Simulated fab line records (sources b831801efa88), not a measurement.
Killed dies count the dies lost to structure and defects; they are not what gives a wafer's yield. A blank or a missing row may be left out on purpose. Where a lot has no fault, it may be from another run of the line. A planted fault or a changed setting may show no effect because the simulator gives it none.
Split-lot study -- flow sfq_line -- 23 wafers read across 5 lots, on a route 325 steps long

== THE SPLIT ==
At SFQ_TRILAYER_I1_VIA_BARC_OPEN_VIA_ETCH_071 (etches BARC in O2, target depth 125 nm, time 41.7 s), the setting time_s was moved away from the recipe's 41.7 s on 7 of the 23 wafers read, by -13.8% to +5.7%. All remaining wafers had this setting at the recipe value.

Reading taken at the split's own step.

== THE READING ==
oes_product_au, in a.u., at SFQ_TRILAYER_I1_VIA_BARC_OPEN_VIA_ETCH_071 (etches BARC in O2, target depth 125 nm, time 41.7 s). A value of 0.685 a.u. with a standard deviation of 0.0049 a.u. is what fault-free wafers of this fab line usually give.

wafer,"tool, chamber at the split","time_s as run, s",against the recipe,"oes_product_au, a.u.",against lot-mates on the recipe
L075.1,"rie_diel-01, 0",44.09,+5.7%,0.675,-0.014
L075.2,"rie_diel-01, 3",41.7,recipe,0.690,-
L075.3,"rie_diel-01, 1",44.09,+5.7%,0.678,-0.011
L075.5,"rie_diel-01, 1",41.7,recipe,0.692,-
L075.6,"rie_diel-01, 0",41.7,recipe,0.685,-
L080.1,"rie_diel-02, 1",41.7,recipe,0.676,-
L080.3,"rie_diel-02, 3",35.95,-13.8%,0.738,+0.065
L080.4,"rie_diel-02, 2",41.7,recipe,0.669,-
L080.5,"rie_diel-02, 1",35.95,-13.8%,0.727,+0.054
L080.6,"rie_diel-02, 0",35.95,-13.8%,0.736,+0.063
L082.1,"rie_diel-04, 0",38.37,-8.0%,0.707,+0.024
L082.2,"rie_diel-04, 2",41.7,recipe,0.688,-
L082.4,"rie_diel-04, 0",38.37,-8.0%,0.694,+0.011
L082.5,"rie_diel-04, 2",41.7,recipe,0.679,-
L082.6,"rie_diel-04, 0",41.7,recipe,0.681,-
L084.1,"rie_diel-04, 3",41.7,recipe,0.686,-
L084.2,"rie_diel-04, 1",41.7,recipe,0.679,-
L084.4,"rie_diel-04, 2",41.7,recipe,0.685,-
L084.5,"rie_diel-04, 1",41.7,recipe,0.675,-
L084.6,"rie_diel-04, 0",41.7,recipe,0.683,-
L085.2,"rie_diel-02, 1",41.7,recipe,0.696,-
L085.3,"rie_diel-02, 3",41.7,recipe,0.675,-
L085.4,"rie_diel-02, 2",41.7,recipe,0.681,-

THE FIT
A straight line over all 23 wafers: oes_product_au changes by -0.00315 a.u. for each +1% of time_s; r = -0.91; the points scatter about the line by 0.0083 a.u.
The same after taking each lot's own level away (the mean of its wafers on the recipe; 23 wafers): -0.00383 a.u. for each +1%; r = -0.94; scatter 0.0078 a.u.
The reading moves by 0.053 a.u. for the largest change in time_s, on that fit.
Across the lots, their own levels run from 0.6725 to 0.6890 a.u., a range of 3.4 times the standard deviation given above.
In other words, the slope is changed by the lot-to-lot level; the two fits disagree.
Check: +0.0496 a.u. against its lot-mates is what the line predicts for one of the wafers moved furthest among these (-13.8%) when that wafer is left out of the fit. It came out at +0.0655 a.u. against them.
Tool readings at the split's step, against how far the setting was moved: oes_product_au r = -0.91.

== THE WHOLE CHAIN: every reading that the file lists as answering this split, in the file's order ==
step,what it does,reading,change (the file's fit),r (the file's)
SFQ_TRILAYER_I1_VIA_BARC_OPEN_VIA_ETCH_071,"etches BARC in O2, target depth 125 nm, time 41.7 s",oes_product_au,-0.00369 a.u. for each +1% of the setting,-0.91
SFQ_TRILAYER_I1_VIA_BARC_OPEN_VIA_ETCH_071,"etches BARC in O2, target depth 125 nm, time 41.7 s","KrF_of_TRILAYER_I1_VIA_LITHO_COAT_049.thk_nm (the simulator's own value, which no gauge read)",-0.595 nm for each +1% of the setting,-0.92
SFQ_TRILAYER_I1_VIA_ETCH_VIA_ETCH_052,"etches SiO2 in CHF3, stops on Nb, target depth 260 nm","KrF_of_TRILAYER_I1_VIA_LITHO_COAT_049.thk_nm (the simulator's own value, which no gauge read)",-0.661 nm for each +1% of the setting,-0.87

== THE FILE'S OWN FIT ==
oes_product_au changes by -0.00369 a.u. for each +1% of time_s, r = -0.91.
